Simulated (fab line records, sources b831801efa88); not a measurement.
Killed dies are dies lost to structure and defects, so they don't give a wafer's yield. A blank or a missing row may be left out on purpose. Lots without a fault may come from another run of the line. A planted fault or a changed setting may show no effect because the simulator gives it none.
Which tool did it? | flow gf180mcu | 14 lots, 41 wafers sampled, at 4 steps of a route of 602

WHAT THE GAUGES READ, wafer by wafer
GF_STI_THK_MEAS_24.
lot  | measured    | on            | STI_CVD_23_THK (nm)
L396 | day 2 04:47 | film_metro-01 | 655 638 663
L398 | day 2 13:47 | film_metro-03 | 647 652 647
L400 | day 2 23:58 | film_metro-04 | 650 656 655
L401 | day 3 05:30 | film_metro-03 | 644 645 646
L402 | day 3 10:20 | film_metro-01 | 655 655 646
L403 | day 3 15:20 | film_metro-04 | 656 642 652
L406 | day 4 06:53 | film_metro-03 | 656 656 655
L407 | day 4 11:21 | film_metro-03 | 644 654 642
L408 | day 4 17:34 | film_metro-03 | 642 649 653
L409 | day 5 01:01 | film_metro-01 | 641 646 645
L410 | day 5 05:32 | film_metro-04 | 649 640 649
L414 | day 6 02:49 | film_metro-01 | 651 644 644
L418 | day 6 21:49 | film_metro-01 | 659 655
L419 | day 7 02:57 | film_metro-04 | 646 655 640

GF_MVPSD_OVL_MEAS_07.
lot  | measured     | on         | MVPSD_OVL (nm)
L396 | day 5 00:21  | overlay-02 | -0.3 0.2 -1.8
L398 | day 5 11:56  | overlay-02 | -1.9 -1.0 -2.5
L400 | day 5 23:35  | overlay-01 | -2.1 -1.4 -2.2
L401 | day 6 06:38  | overlay-01 | -3.0 -2.1 -2.1
L402 | day 6 12:09  | overlay-01 | -3.1 -1.7 -3.1
L403 | day 6 18:23  | overlay-01 | -0.8 -1.2 -2.1
L406 | day 7 12:35  | overlay-02 | -0.5 -0.8 2.1
L407 | day 7 17:14  | overlay-01 | -2.4 -3.6 -3.2
L408 | day 8 03:26  | overlay-02 | -1.9 -2.2 -1.2
L409 | day 8 07:09  | overlay-02 | -3.0 -1.1 -1.1
L410 | day 8 13:53  | overlay-02 | 0.5 -1.0 -0.8
L414 | day 9 14:38  | overlay-02 | -2.3 -1.5 -2.5
L418 | day 10 10:20 | overlay-02 | -1.6 -1.7
L419 | day 10 13:36 | overlay-01 | -1.1 -1.7 -2.3

WHICH TOOL RAN EACH LOT (tool, then ch and the chambers of the sampled wafers, then the start)
lot  | GF_NWELL_IMPLANT_09            | GF_MVSD_STRIP_10
L396 | implanter-01 ch 0, day 3 07:44 | plasma_asher-04 ch 0,1, day 4 10:21
L398 | implanter-01 ch 0, day 3 17:08 | plasma_asher-04 ch 0,1, day 4 21:37
L400 | implanter-01 ch 0, day 4 03:57 | plasma_asher-01 ch 0,1, day 5 08:58
L401 | implanter-03 ch 0, day 4 10:50 | plasma_asher-04 ch 0,1, day 5 16:28
L402 | implanter-03 ch 0, day 4 15:20 | plasma_asher-03 ch 0,1, day 5 20:46
L403 | implanter-01 ch 0, day 4 21:20 | plasma_asher-04 ch 0,1, day 6 03:04
L406 | implanter-01 ch 0, day 5 13:28 | plasma_asher-01 ch 0,1, day 6 20:49
L407 | implanter-01 ch 0, day 5 18:09 | plasma_asher-04 ch 0,1, day 7 01:10
L408 | implanter-01 ch 0, day 6 03:31 | plasma_asher-04 ch 0,1, day 7 11:34
L409 | implanter-01 ch 0, day 6 08:27 | plasma_asher-04 ch 0,1, day 7 16:03
L410 | implanter-01 ch 0, day 6 14:07 | plasma_asher-03 ch 0,1, day 7 22:10
L414 | implanter-03 ch 0, day 7 13:36 | plasma_asher-01 ch 0,1, day 8 22:32
L418 | implanter-04 ch 0, day 8 07:40 | plasma_asher-03 ch 0,1, day 9 17:10
L419 | implanter-03 ch 0, day 8 13:37 | plasma_asher-03 ch 0,1, day 9 21:27
- GF_NWELL_IMPLANT_09
- GF_MVSD_STRIP_10: strips in O2/N2.

WHAT THE TOOLS THEMSELVES READ (means of the sampled wafers that have a number; where no wafer has one, the mark that the record gives instead)
GF_NWELL_IMPLANT_09.
lot  | tool         | beam_energy_keV
L396 | implanter-01 | 160.03
L398 | implanter-01 | 160.04
L400 | implanter-01 | 160.02
L401 | implanter-03 | 160.02
L402 | implanter-03 | 160.02
L403 | implanter-01 | 159.97
L406 | implanter-01 | 160.03
L407 | implanter-01 | 159.97
L408 | implanter-01 | 160.02
L409 | implanter-01 | 145.51
L410 | implanter-01 | 145.53
L414 | implanter-03 | 159.99
L418 | implanter-04 | 160.03
L419 | implanter-03 | 160.00

GF_MVSD_STRIP_10.
lot  | tool            | drypump_motor_current_A (A) | heater_power_w (W) | oes_product_au (a.u.) | strip_time_to_endpoint_s (s)
L396 | plasma_asher-04 | 5.6                         | 347                | 0.718                 | 36.99
L398 | plasma_asher-04 | 5.6                         | 342                | 0.722                 | 36.91
L400 | plasma_asher-01 | 5.5                         | 344                | 0.725                 | 36.94
L401 | plasma_asher-04 | 5.6                         | 352                | 0.723                 | 37.01
L402 | plasma_asher-03 | 6.1                         | 390                | 0.720                 | 36.95
L403 | plasma_asher-04 | 5.6                         | 347                | 0.725                 | 36.85
L406 | plasma_asher-01 | 5.5                         | 340                | 0.727                 | 36.90
L407 | plasma_asher-04 | 5.5                         | 322                | 0.724                 | 36.91
L408 | plasma_asher-04 | 5.5                         | 321                | 0.722                 | 36.89
L409 | plasma_asher-04 | 5.5                         | 321                | 0.718                 | 36.81
L410 | plasma_asher-03 | 6.2                         | 384                | 0.722                 | 37.07
L414 | plasma_asher-01 | 5.7                         | 357                | 0.721                 | 36.79
L418 | plasma_asher-03 | 6.0                         | 380                | 0.718                 | 37.00
L419 | plasma_asher-03 | 6.1                         | 387                | 0.724                 | 36.90

THE ANSWER, worked out from the rows above alone
Rule: what is usual is taken from the lots themselves. Put in order of their means at a reading, lots are off if they are a third of the lots or fewer, leave a main group of 4 or more, and stand apart from it by a gap of 3 or more times the standard deviation of the main group's means; of several such gaps the widest counts. A main group whose means are all the same, to the digits that the tables above print for the reading, isn't used. A lot without any number at a reading at which 4 lots or more have one is off too. The other lots that the step has rows for count as sound. The gauges are gone through in route order, then the tools' own readings, and for those a lot's mean is taken as printed above. The first step at which some lot is off is used, and at that step the reading that is off furthest; a lot without a number counts as furthest.
Off: L409, L410, at GF_NWELL_IMPLANT_09 (beam_energy_keV). The main group: mean 160.01, standard deviation 0.023.
A tool fits if, at that step or a process step before it, it ran every lot that is off, and no sound lot after the first of them. One fits: implanter-01 at GF_NWELL_IMPLANT_09. Its last sound lot is L408 (day 6 03:31), its first lot that is off L409 (day 6 08:27): a fault that began between those two fits.
The tool's own readings at GF_NWELL_IMPLANT_09 bear it out: on the lots that are off they differ by more than 5 times the standard deviation of the sound lots' means. beam_energy_keV reads 145.52 there against 160.01 on the sound lots.

WHAT THE SIMULATOR HAD PUT IN
Process parameter drift: implanter-01, from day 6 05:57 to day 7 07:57, at GF_NWELL_IMPLANT_09. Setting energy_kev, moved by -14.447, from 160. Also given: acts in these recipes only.
Lots struck among those shown: L409, L410. The rule above found the same.
